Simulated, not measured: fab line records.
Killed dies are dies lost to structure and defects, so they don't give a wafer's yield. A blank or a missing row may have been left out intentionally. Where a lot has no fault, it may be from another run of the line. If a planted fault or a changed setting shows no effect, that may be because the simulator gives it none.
A lot that was struck, set against a sound lot    flow sky130    21 out of 708 route steps
Sound: wafers L400.2, L400.3, L400.5. Wafers L405.1, L405.4, L405.6 were the ones struck. The cause is named last.
Per side, at each step with rows, come the tool, then ch with its chambers, and then its first start. Under that, the readings that differ: sound wafers    struck wafers    difference of the means    sigmas: that difference in standard deviations of wafers without a fault.
alike: readings with means less than 2 such deviations apart, plus words and numbers identical on both sides. not compared: withheld readings, readings lacking a value on some wafer, bounds such as >300 that could conceal the same value, and numbers that have no deviation in the record and whose values overlap.
The two part at a step that has a row with sigmas, a row that says differs or no value, or rows on one side only. Numbers that have no deviation but don't overlap get no sigmas and don't part them. A reading that every wafer of one side lacks parts them only if that side has two wafers or more.

first, 4 steps without rows for these wafers: SKY_LDD_HVN_SOFTBAKE_03 (time 60 s); SKY_LDD_HVN_EXPOSE_04 (exposes mask HVNTM, target cd 700 nm); SKY_LDD_HVN_PEB_05; SKY_LDD_HVN_DEVELOP_06 (develop time 60 s).
SKY_LDD_HVN_OVL_MEAS_07:
  sound on overlay-02 at day 23 21:40; struck on overlay-01 at day 25 11:01
  alike: LDD_HVN_OVL
after that, 1 step had no rows for these wafers: SKY_LDD_HVN_IMPLANT_08.
SKY_LDD_HVN_STRIP_09: strips in O2/N2.
  sound on plasma_asher-01 ch 0,1, day 23 21:51; struck on plasma_asher-01 ch 0,1, day 25 11:12
  alike: chamber_pressure_mTorr, drypump_motor_current_A, o2_flow_sccm, oes_product_au, strip_time_to_endpoint_s
  not compared: rf_hours_counter_h
SKY_LDD_HVN_TW_MEAS_10:
  sound on film_metro-02 at day 23 21:58; struck on film_metro-01 at day 25 11:18
reading     sound           struck          difference  sigmas
LDD_HVN_TW  1475 1470 1461  1425 1428 1425  -43         -3
then, 4 steps without rows for these wafers: SKY_LDD_HVP_DEHYDRATE_00 (time 60 s); SKY_LDD_HVP_HMDS_01 (prime time 60 s); SKY_LDD_HVP_COAT_02 (resist thk 300 nm); SKY_LDD_HVP_SOFTBAKE_03 (time 60 s).
SKY_LDD_HVP_EXPOSE_04: exposes mask HVPTM, target cd 700 nm.
  sound on iline_stepper-01 ch 0, day 24 12:23; struck on iline_stepper-01 ch 0, day 26 01:47
reading  sound                    struck                   difference  sigmas
mask     HVPTM#0 HVPTM#0 HVPTM#0  LDNTM#0 LDNTM#0 LDNTM#0  differs     
  alike: focus_offset_nm
then, 2 steps without rows for these wafers: SKY_LDD_HVP_PEB_05; SKY_LDD_HVP_DEVELOP_06 (develop time 60 s).
SKY_LDD_HVP_OVL_MEAS_07:
  sound on overlay-01 at day 25 03:06; struck on overlay-01 at day 26 16:17
reading           sound        struck  difference                     sigmas
LDD_HVP_OVL (nm)  2.1 0.1 1.2  - - -   no value on the struck wafers  
after that, 1 step had no rows for these wafers: SKY_LDD_HVP_IMPLANT_08.
SKY_LDD_HVP_STRIP_09: strips in O2/N2.
  sound on plasma_asher-04 ch 0,1, day 25 03:17; struck on plasma_asher-03 ch 0,1, day 26 16:29
  alike: chamber_pressure_mTorr, drypump_motor_current_A, o2_flow_sccm, oes_product_au, strip_time_to_endpoint_s
  not compared: rf_hours_counter_h
SKY_LDD_HVP_TW_MEAS_10:
  sound on film_metro-01 at day 25 03:23; struck on film_metro-03 at day 26 16:35
reading     sound              struck          difference  sigmas
LDD_HVP_TW  455.1 456.3 455.5  29.7 29.7 29.6  -426.0      -99 or more
then, 1 step without rows for these wafers: SKY_LDD_LDN_DEHYDRATE_00 (time 60 s).
-- record jumps: 22 days separate the struck wafers' starts on either side; left off in module LDD_LDN, taken up again in module PAD_OPEN, whose first shown step is the route's number 708 --
SKY_PAD_OPEN_PROBE_99:
  only the struck wafers here have rows in the record (prober-02, day 49 00:28); the sound ones have none

WHERE THEY PART
At SKY_LDD_HVN_TW_MEAS_10 first; at SKY_PAD_OPEN_PROBE_99 last (within this record only).

WHY: the cause the simulator had injected
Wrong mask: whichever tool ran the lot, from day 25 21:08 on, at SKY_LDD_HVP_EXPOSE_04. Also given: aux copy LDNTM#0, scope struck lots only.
